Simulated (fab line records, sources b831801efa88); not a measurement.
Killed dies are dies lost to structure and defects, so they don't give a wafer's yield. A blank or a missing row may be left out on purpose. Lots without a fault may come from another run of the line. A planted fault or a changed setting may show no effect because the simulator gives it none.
A struck lot beside a sound one | flow sky130 | 15 steps out of a route of 708
Sound: wafers L274.1, L274.2, L274.5. Struck: wafers L289.1, L289.3, L289.6. The cause comes at the end.
At each step with rows: each side's tool, then ch and its chambers, then its first start. Under that, the readings that differ: sound wafers | struck wafers | difference of the means | sigmas: that difference in standard deviations of wafers without a fault.
alike: readings whose means differ by less than 2 such deviations, and words and numbers that are the same on both sides. not compared: withheld readings, readings that some wafer has no value for, bounds like >300 that may hide the same value, and numbers for which the record gives no deviation and whose values overlap.
The two part at a step that has a row with sigmas, a row that says differs or no value, or rows on one side only. Numbers that don't overlap but have no deviation are shown without sigmas and don't part them. A reading that every wafer of one side lacks parts them only if that side has two wafers or more.

first, 1 step without rows for these wafers: SKY_FIELD_ISO_OXIDATION_22 (stabilise 600 s, purge 300 s, target thk 10 nm).
SKY_FIELD_ISO_THK_MEAS_23:
  sound on film_metro-04, day 3 13:03; struck on film_metro-01, day 6 15:23
  alike: FIELD_ISO_OXIDATION_01_THK
then, 1 step without rows for these wafers: SKY_FIELD_ISO_CVD_24 (deposits SiO2, target thk 595 nm, time 99.2 s).
SKY_FIELD_ISO_THK_MEAS_25:
  sound on film_metro-01, day 3 13:11; struck on film_metro-03, day 6 15:33
  alike: FIELD_ISO_CVD_24_THK
then, 1 step without rows for these wafers: SKY_FIELD_ISO_ANNEAL_26 (time 1800 s).
SKY_FIELD_ISO_CMP_27: polishes, stops on Si3N4, t overpolish 16 s, target thk 457.8 nm.
  sound on cmp-02 ch 0,3, day 3 21:48; struck on cmp-02 ch 0,1,2, day 7 01:25
  alike: motor_current_A, overpolish_run_s, time_to_endpoint_s
then, 5 steps without rows for these wafers: SKY_FIELD_ISO_WET_ETCH_28 (etches SiO2 in dHF, target depth 23.7 nm, time 47 s); SKY_FIELD_ISO_WET_ETCH_29 (etches Si3N4 in H3PO4, target depth 160 nm, time 1825 s); SKY_FIELD_ISO_WET_ETCH_30 (etches SiO2 in dHF, target depth 25 nm, time 50 s); SKY_NWELL_CLEAN_00 (cleans in SC1/SC2, time 150 s); SKY_NWELL_OXIDATION_01 (stabilise 600 s, purge 300 s, target thk 10 nm).
SKY_NWELL_THK_MEAS_02:
  sound on film_metro-04, day 4 03:20; struck on film_metro-03, day 7 05:40
  alike: NWELL_OXIDATION_THK
SKY_DNWELL_DEHYDRATE_00: time 60 s.
  sound on litho_track-04 ch 0, day 4 10:11; struck on litho_track-04 ch 0, day 7 14:38
  reading                  | sound                | struck               | difference | sigmas
  heater_power_total_W (W) | 160.29 160.44 160.37 | 174.97 175.05 175.02 | +14.65     | +99 or more
  run_length_s (s)         | 89.14 89.00 88.97    | 74.91 75.07 74.93    | -14.07     | -99 or more
  alike: resist_line_temp_C
then, 1 step without rows for these wafers: SKY_DNWELL_HMDS_01 (prime time 60 s).
-- the record jumps here: 43 days lie between the struck wafers' starts before and after (it left off in module DNWELL and takes up again in module PAD_OPEN, whose first step shown is number 708 of the route) --
SKY_PAD_OPEN_PROBE_99:
  sound on prober-02, day 47 17:04; struck on prober-02, day 50 12:23
  alike: killed_at_M0_to_M3, killed_at_M4_up, killed_at_contacts, killed_at_front_end, killed_at_other, killed_dies, killed_open, killed_short

WHERE THEY PART
Only at SKY_DNWELL_DEHYDRATE_00, within this record. Later steps at which nothing parts them and some readings are alike: SKY_PAD_OPEN_PROBE_99.

WHY: what the simulator had put in
Process parameter drift: litho_track-04, from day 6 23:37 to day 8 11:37, at SKY_DNWELL_DEHYDRATE_00. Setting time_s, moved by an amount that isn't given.
